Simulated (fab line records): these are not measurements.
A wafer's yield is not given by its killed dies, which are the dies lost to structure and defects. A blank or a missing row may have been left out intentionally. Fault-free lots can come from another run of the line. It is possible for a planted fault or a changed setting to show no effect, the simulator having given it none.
Struck lot and sound lot, side by side / flow sky130 / 15 steps out of a route of 708
Sound: wafers L908.1, L908.5, L908.6. Struck: wafers L928.1, L928.2, L928.5. The cause is given at the end.
At each step with rows: each side's tool, then ch and its chambers, then its first start. Under that, the readings that differ: sound wafers / struck wafers / difference of the means / sigmas: that difference in standard deviations of wafers without a fault.
alike: a reading whose means differ by less than 2 such deviations, as well as words and numbers matching on both sides. not compared: withheld readings; readings where some wafer has no value; bounds like >300 that might hide an equal value; numbers whose values overlap and for which the record gives no deviation.
The two part at a step that has a row with sigmas, a row that says differs or no value, or rows on one side only. Non-overlapping numbers with no deviation appear without sigmas and do not part them. A reading missing from all wafers of one side parts the sides only when that side holds two or more wafers.

first, 5 steps without rows for these wafers: SKY_LDD_N_COAT_02 (resist thk 300 nm); SKY_LDD_N_SOFTBAKE_03 (time 60 s); SKY_LDD_N_EXPOSE_04 (exposes mask NTM, target cd 840 nm); SKY_LDD_N_PEB_05; SKY_LDD_N_DEVELOP_06 (develop time 60 s).
SKY_LDD_N_OVL_MEAS_07:
  sound: overlay-02 at day 18 00:52; struck: overlay-02 at day 25 02:29
  alike: LDD_N_OVL
then, 6 steps without rows for these wafers: SKY_LDD_N_IMPLANT_08; SKY_LDD_N_IMPLANT_09; SKY_LDD_N_IMPLANT_10; SKY_LDD_N_IMPLANT_11; SKY_LDD_N_IMPLANT_12; SKY_LDD_N_IMPLANT_13.
SKY_LDD_N_IMPLANT_14:
  sound on implanter-03 ch 0, day 18 01:48; struck on implanter-01 ch 0, day 25 03:25
reading=dose-ions-cm2; sound=5.004e+12 5.007e+12 4.999e+12; struck=3.103e+12 3.11e+12 3.106e+12; difference=-1.897e+12; sigmas=-99 or more
reading=faraday-current-uA; sound=28.0 28.5 28.2; struck=18.2 16.8 17.4; difference=-10.8; sigmas=-19
  alike: rotation-deg
next, for these wafers, 1 step has no rows: SKY_LDD_N_IMPLANT_15.
-- a jump in the record: the struck wafers' starts before and after are 25 days apart (it breaks off in module LDD_N and resumes in module PAD_OPEN, where the first step shown is number 708 of the route) --
SKY_PAD_OPEN_PROBE_99:
  sound: prober-02 at day 46 05:23; struck: prober-02 at day 50 14:43
reading=model.etest.nfet_01v8_swapped.vt-sat-v (V); sound=0.6457 0.6492 0.6347; struck=0.6297 0.6173 0.616; difference=-0.0222; sigmas=
reading=model.etest.nfet_01v8_swapped.vt-v (V); sound=0.7013 0.7018 0.6932; struck=0.6872 0.6813 0.6784; difference=-0.0165; sigmas=
reading=model.etest.nfet_01v8_lvt.vt-v (V); sound=0.6074 0.6093 0.6037; struck=0.5995 0.5924 0.5896; difference=-0.0130; sigmas=
reading=model.etest.nfet_01v8.vt-v (V); sound=0.7011 0.7016 0.6931; struck=0.688 0.683 0.6795; difference=-0.015; sigmas=
  alike: killed_at_M0_to_M3, killed_at_M4_up, killed-at-contacts, killed-at-front-end, killed-at-other, killed-dies, killed-open, killed-short

WHERE THEY PART
Only at SKY_LDD_N_IMPLANT_14, as far as this record shows. Later steps at which nothing parts them and some readings are alike: SKY_PAD_OPEN_PROBE_99.

WHY: what the simulator had put in
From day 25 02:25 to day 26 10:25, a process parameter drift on implanter-01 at SKY_LDD_N_IMPLANT_14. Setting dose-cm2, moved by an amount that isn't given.
